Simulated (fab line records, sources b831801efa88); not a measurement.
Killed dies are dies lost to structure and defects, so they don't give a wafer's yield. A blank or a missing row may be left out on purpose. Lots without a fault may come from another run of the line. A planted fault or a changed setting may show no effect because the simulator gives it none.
Chamber matching | flow gf180mcu | GF_V3_CMP_26 on cmp-01: 4 sister chambers
The step polishes, stops on SiO2, t overpolish 15.98 s, target thk 0 nm. 42 wafers are shown with their chamber, then 12 later ones without.

WAFERS WITH THEIR CHAMBER
wafer  | chamber | motor_current_A (A) | overpolish_run_s (s) | time_to_endpoint_s (s)
L075.2 | 2       | 9.6                 | 15.977               | 88
L075.3 | 1       | 10.6                | 15.973               | 87
L075.6 | 3       | 10.0                | 15.983               | 85
L076.1 | 2       | 10.5                | 15.989               | 90
L076.3 | 0       | 9.7                 | 15.974               | 89
L076.5 | 2       | 10.6                | 15.984               | 86
L077.2 | 1       | 10.2                | 15.986               | 93
L077.4 | 3       | 10.0                | 15.974               | 89
L077.5 | 0       | 10.0                | 15.972               | 90
L081.1 | 1       | 10.8                | 15.980               | 85
L081.2 | 3       | 9.2                 | 15.987               | 89
L081.5 | 0       | 9.5                 | 15.981               | 92
L082.2 | 1       | 10.7                | 15.991               | 88
L082.3 | 3       | 10.1                | 15.984               | 86
L082.4 | 0       | 9.8                 | 15.974               | 90
L083.1 | 0       | 9.8                 | 15.988               | 85
L083.2 | 3       | 9.9                 | 15.969               | 85
L083.4 | 1       | 10.6                | 15.974               | 84
L084.1 | 2       | 10.1                | 15.984               | 87
L084.2 | 0       | 9.3                 | 15.986               | 86
L084.6 | 3       | 9.9                 | 15.990               | 88
L084.3 | 3       | 10.2                | 15.982               | 86
L084.4 | 1       | 10.3                | 15.983               | 86
L084.5 | 2       | 10.8                | 15.996               | 84
L087.1 | 2       | 10.3                | 15.978               | 83
L087.4 | 0       | 9.9                 | 15.969               | 84
L087.5 | 0       | 10.0                | 15.980               | 81
L087.2 | 1       | 10.4                | 15.987               | 86
L087.3 | 3       | 9.3                 | 15.972               | 81
L087.6 | 1       | 10.1                | 15.974               | 86
L088.2 | 0       | 9.7                 | 15.978               | 88
L088.3 | 3       | 9.5                 | 15.976               | 85
L088.5 | 2       | 10.3                | 15.988               | 87
L090.1 | 3       | 9.1                 | 15.973               | 87
L090.2 | 2       | 10.5                | 15.977               | 87
L090.5 | 3       | 9.1                 | 15.981               | 85
L090.3 | 0       | 9.8                 | 15.984               | 85
L090.4 | 1       | 10.4                | 15.986               | 88
L090.6 | 2       | 10.6                | 15.986               | 87
L091.1 | 3       | 9.6                 | 15.988               | 85
L091.5 | 1       | 10.8                | 15.987               | 85
L091.6 | 2       | 10.3                | 15.974               | 86

SIGNATURES (means of the wafers above)
reading            | chamber 0 | chamber 1 | chamber 2 | chamber 3 | scatter within a chamber
motor_current_A    | 9.750     | 10.490    | 10.360    | 9.658     | 0.317
overpolish_run_s   | 15.97860  | 15.98210  | 15.98330  | 15.97992  | 0.00665
time_to_endpoint_s | 87.00     | 86.80     | 86.50     | 85.92     | 2.55
Rule: a wafer's distance from a chamber is the root of the sum, over the readings, of the square of ((its reading less the chamber's mean) divided by the reading's scatter). The wafer belongs to the nearest chamber; if the next one is less than 2 further off, it can't be placed. The scatter: the root of (the sum of the squares of (reading less its chamber's mean) over the shown wafers, divided by (wafers less chambers)).

WAFERS WITHOUT THEIR CHAMBER
wafer  | motor_current_A (A) | overpolish_run_s (s) | time_to_endpoint_s (s)
L092.1 | 8.6                 | 15.974               | 88
L092.2 | 10.3                | 15.994               | 84
L092.5 | 9.5                 | 15.980               | 87
L094.1 | 11.0                | 15.972               | 88
L094.2 | 10.1                | 15.967               | 80
L094.3 | 10.6                | 15.994               | 84
L095.1 | 9.7                 | 15.983               | 82
L095.3 | 10.9                | 15.988               | 87
L095.4 | 10.3                | 15.982               | 82
L096.1 | 9.6                 | 15.986               | 80
L096.2 | 10.1                | 15.970               | 85
L096.4 | 9.4                 | 15.981               | 81

WHICH CHAMBER EACH WENT THROUGH
wafer  | from the rows above               | in truth
L092.1 | can't be placed: 3 or 0           | 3
L092.2 | can't be placed: 2 or 1 or 3 or 0 | 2
L092.5 | can't be placed: 3 or 0           | 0
L094.1 | can't be placed: 1 or 2 or 0      | 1
L094.2 | can't be placed: 3 or 0 or 2 or 1 | 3
L094.3 | can't be placed: 2 or 1 or 3 or 0 | 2
L095.1 | can't be placed: 3 or 0 or 2 or 1 | 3
L095.3 | can't be placed: 1 or 2           | 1
L095.4 | can't be placed: 2 or 1 or 3 or 0 | 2
L096.1 | can't be placed: 3 or 0 or 2 or 1 | 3
L096.2 | can't be placed: 0 or 3 or 2 or 1 | 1
L096.4 | can't be placed: 3 or 0 or 2      | 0
Placed correctly: 0 of 12. Can't be placed from these rows: 12 (the true chamber is among the candidates in 12). Placed wrongly: 0.
